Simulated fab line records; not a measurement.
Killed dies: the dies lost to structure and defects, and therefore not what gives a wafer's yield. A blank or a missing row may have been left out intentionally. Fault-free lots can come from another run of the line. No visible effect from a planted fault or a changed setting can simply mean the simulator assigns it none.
What tool caused it? | flow sky130 | Sampling: 12 lots, 36 wafers, 5 of 708 route steps

WHAT THE GAUGES SHOWED, per wafer
No reading from a measuring or inspecting step in the record can be judged against a usual standard deviation.

WHICH TOOL RAN EACH LOT (tool, then ch and the chambers of the sampled wafers, then the start)
lot  | SKY_POLY_CUT_DEHYDRATE_00         | SKY_VIA2_ETCH_15                   | SKY_VIA2_STRIP_16                    | SKY_VIA2_SPUTTER_20          | SKY_PAD_OPEN_PROBE_99
L793 | litho track-02 ch 0, day 23 07:52 | rie diel-01 ch 0,2,3, day 36 01:04 | plasma asher-02 ch 0,1, day 36 01:10 | pvd sputter-04, day 36 01:49 | -
L794 | litho track-02 ch 0, day 24 04:44 | rie diel-03 ch 1,2,3, day 36 18:30 | plasma asher-01 ch 0,1, day 36 18:36 | pvd sputter-03, day 36 19:13 | -
L796 | litho track-03 ch 0, day 24 23:31 | rie diel-01 ch 0,3, day 37 12:44   | plasma asher-01 ch 0,1, day 37 12:49 | pvd sputter-04, day 37 13:23 | prober-01, day 46 18:56
L797 | litho track-02 ch 0, day 25 00:34 | rie diel-03 ch 2,3, day 37 13:41   | plasma asher-02 ch 1, day 37 13:44   | pvd sputter-01, day 37 14:20 | -
L802 | litho track-04 ch 0, day 27 02:27 | rie diel-01 ch 2,3, day 39 07:01   | plasma asher-01 ch 0,1, day 39 07:05 | pvd sputter-01, day 39 07:41 | -
L801 | litho track-02 ch 0, day 27 02:34 | rie diel-03 ch 0,2,3, day 39 10:41 | plasma asher-04 ch 0,1, day 39 10:44 | pvd sputter-03, day 39 11:20 | -
L805 | litho track-03 ch 0, day 28 00:16 | rie diel-01 ch 0,3, day 40 02:50   | plasma asher-01 ch 0,1, day 40 02:53 | pvd sputter-04, day 40 03:29 | prober-02, day 48 16:53
L806 | litho track-03 ch 0, day 28 06:50 | rie diel-01 ch 0,1, day 40 07:23   | plasma asher-02 ch 0,1, day 40 07:26 | pvd sputter-03, day 40 08:04 | prober-01, day 48 21:52
L808 | litho track-02 ch 0, day 29 00:41 | rie diel-01 ch 0,1,2, day 41 01:40 | plasma asher-02 ch 0,1, day 41 01:44 | pvd sputter-04, day 41 02:20 | prober-01, day 49 11:18
L811 | litho track-02 ch 0, day 29 13:01 | rie diel-03 ch 0,3, day 41 12:13   | plasma asher-02 ch 0,1, day 41 12:17 | pvd sputter-03, day 41 12:53 | prober-01, day 49 18:40
L810 | litho track-04 ch 0, day 29 18:41 | rie diel-01 ch 0,1,3, day 41 15:32 | plasma asher-01 ch 0,1, day 41 15:35 | pvd sputter-03, day 41 16:11 | -
L813 | litho track-02 ch 0, day 30 09:28 | rie diel-02 ch 0,1,3, day 42 05:29 | plasma asher-02 ch 0,1, day 42 05:32 | pvd sputter-04, day 42 06:10 | prober-02, day 50 08:17
- SKY_POLY_CUT_DEHYDRATE_00: time 60 s.
- SKY_VIA2_ETCH_15: etches SiO2 in C4F8/O2/Ar, stops on TiN, target depth 546 nm, time 84 s.
- SKY_VIA2_STRIP_16: strips in O2/N2.
- SKY_VIA2_SPUTTER_20: material TiN, target thk 20 nm, time 80 s.
- SKY_PAD_OPEN_PROBE_99

WHAT THE TOOLS THEMSELVES READ (means of the sampled wafers that have a number; where no wafer has one, the mark that the record gives instead)
SKY_POLY_CUT_DEHYDRATE_00. Usual: exhaust pa 45.0 Pa, standard deviation 0.84; heater power total W 160.38 W, standard deviation 0.12; plate temp C 199.98 C, standard deviation 0.15.
lot  | tool           | exhaust pa (Pa) | heater power total W (W) | plate temp C (C) | flag
L793 | litho track-02 | 45.8            | 160.44                   | 200.05           |
L794 | litho track-02 | 45.0            | 160.28                   | 199.88           |
L796 | litho track-03 | 44.6            | 160.54                   | 200.00           |
L797 | litho track-02 | 45.2            | 160.42                   | 200.19           |
L802 | litho track-04 | 45.4            | 160.49                   | 199.95           |
L801 | litho track-02 | 44.5            | 160.47                   | 200.13           |
L805 | litho track-03 | 45.8            | 154.83                   | 194.47           | OFF
L806 | litho track-03 | 46.4            | 154.67                   | 194.42           | OFF
L808 | litho track-02 | 44.7            | 160.41                   | 199.98           |
L811 | litho track-02 | 44.5            | 160.33                   | 199.80           |
L810 | litho track-04 | 45.4            | 160.33                   | 199.94           |
L813 | litho track-02 | 44.3            | 160.42                   | 199.97           |

SKY_VIA2_ETCH_15. Usual: oes product au reads 0.936 a.u. (standard deviation 0.0047).
lot  | tool        | oes product au (a.u.) | flag
L793 | rie diel-01 | 0.932                 |
L794 | rie diel-03 | 0.937                 |
L796 | rie diel-01 | 0.936                 |
L797 | rie diel-03 | 0.931                 |
L802 | rie diel-01 | 0.934                 |
L801 | rie diel-03 | 0.929                 |
L805 | rie diel-01 | 0.940                 |
L806 | rie diel-01 | 0.939                 |
L808 | rie diel-01 | 0.938                 |
L811 | rie diel-03 | 0.934                 |
L810 | rie diel-01 | 0.934                 |
L813 | rie diel-02 | 0.933                 |

SKY_VIA2_STRIP_16. Usual: drypump motor current A 5.8 A, standard deviation 0.65; o2 flow sccm 2999 sccm, standard deviation 8.2; oes product au 0.398 a.u., standard deviation 0.0049; strip time to endpoint s 4.04 s, standard deviation 0.033.
lot  | tool            | drypump motor current A (A) | o2 flow sccm (sccm) | oes product au (a.u.) | strip time to endpoint s (s) | flag
L793 | plasma asher-02 | 6.3                         | 2995                | 0.399                 | 4.03                         |
L794 | plasma asher-01 | 5.1                         | 3001                | 0.399                 | 4.01                         |
L796 | plasma asher-01 | 5.1                         | 2994                | 0.400                 | 4.02                         |
L797 | plasma asher-02 | 6.7                         | 2989                | 0.396                 | 4.02                         |
L802 | plasma asher-01 | 5.1                         | 2987                | 0.397                 | 4.04                         |
L801 | plasma asher-04 | 6.3                         | 3002                | 0.396                 | 4.03                         |
L805 | plasma asher-01 | 5.3                         | 3005                | 0.399                 | 4.03                         |
L806 | plasma asher-02 | 5.9                         | 2999                | 0.399                 | 4.04                         |
L808 | plasma asher-02 | 5.9                         | 2989                | 0.394                 | 4.03                         |
L811 | plasma asher-02 | 5.9                         | 2993                | 0.397                 | 4.03                         |
L810 | plasma asher-01 | 5.1                         | 2988                | 0.402                 | 4.04                         |
L813 | plasma asher-02 | 5.9                         | 2990                | 0.397                 | 4.05                         |

SKY_VIA2_SPUTTER_20. Usual: throttle valve pct reads 30.0 % (standard deviation 0.99).
lot  | tool           | throttle valve pct (%) | flag
L793 | pvd sputter-04 | 29.5                   |
L794 | pvd sputter-03 | 30.5                   |
L796 | pvd sputter-04 | 29.8                   |
L797 | pvd sputter-01 | 30.4                   |
L802 | pvd sputter-01 | 29.7                   |
L801 | pvd sputter-03 | 30.9                   |
L805 | pvd sputter-04 | 30.0                   |
L806 | pvd sputter-03 | 29.5                   |
L808 | pvd sputter-04 | 30.4                   |
L811 | pvd sputter-03 | 29.8                   |
L810 | pvd sputter-03 | 30.0                   |
L813 | pvd sputter-04 | 29.5                   |

SKY_PAD_OPEN_PROBE_99. Usual: killed_at_M0_to_M3 44, standard deviation 7.9; killed_at_M4_up 3.1, standard deviation 2; killed at contacts 23, standard deviation 4.9; killed at front end 15, standard deviation 3.9; killed at other 0.2, standard deviation 0.49; killed dies 86, standard deviation 10; killed on rim 17, standard deviation 3.9; killed open 47, standard deviation 7.1; killed short 39, standard deviation 7.1.
lot  | tool      | killed_at_M0_to_M3 | killed_at_M4_up | killed at contacts | killed at front end | killed at other | killed dies | killed on rim | killed open | killed short | flag
L796 | prober-01 | 41                 | 2.7             | 22                 | 15                  | 0.0             | 81          | 16            | 44          | 36           |
L805 | prober-02 | 47                 | 6.3             | 23                 | 16                  | 0.3             | 93          | 21            | 51          | 42           |
L806 | prober-01 | 47                 | 2.7             | 23                 | 12                  | 0.0             | 85          | 15            | 50          | 35           |
L808 | prober-01 | 44                 | 2.0             | 22                 | 15                  | 0.3             | 84          | 18            | 47          | 37           |
L811 | prober-01 | 46                 | 2.7             | 22                 | 14                  | 0.0             | 84          | 17            | 48          | 36           |
L813 | prober-02 | 47                 | 5.0             | 20                 | 14                  | 0.0             | 86          | 14            | 46          | 40           |

THE ANSWER, worked out from the rows above alone
Rule: a lot counts as off when the mean over its wafers that have a number is more than 3 standard deviations away from the usual mean. A lot without any number at a reading at which 4 lots or more have one is off too. All remaining lots with rows at the step are treated as sound. After the gauges, taken in route order, come the tools' own readings; for these a lot's mean is taken, as printed above. At the first step where some lot is off, the reading lying furthest off is the one used; lots without a number count as furthest.
Off: L805, L806, at SKY_POLY_CUT_DEHYDRATE_00 (heater power total W).
A tool fits if, at that step or a process step before it, it ran every lot that is off, and no sound lot after the first of them. One fits: litho track-03 at SKY_POLY_CUT_DEHYDRATE_00. Its last sound lot is L796 (day 24 23:31), its first lot that is off L805 (day 28 00:16): a fault that began between those two fits.
The tool's own readings at SKY_POLY_CUT_DEHYDRATE_00 bear it out: on the lots that are off they differ by more than 5 times the standard deviation of the sound lots' means. heater power total W reads 154.75 W there against 160.41 W on the sound lots; plate temp C reads 194.44 C there against 199.99 C on the sound lots.

WHAT HAD BEEN PUT IN BY THE SIMULATOR
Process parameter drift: litho track-03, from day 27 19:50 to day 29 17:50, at SKY_POLY_CUT_DEHYDRATE_00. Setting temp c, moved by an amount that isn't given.
Lots struck among those shown: L805, L806. The rule above found the same.
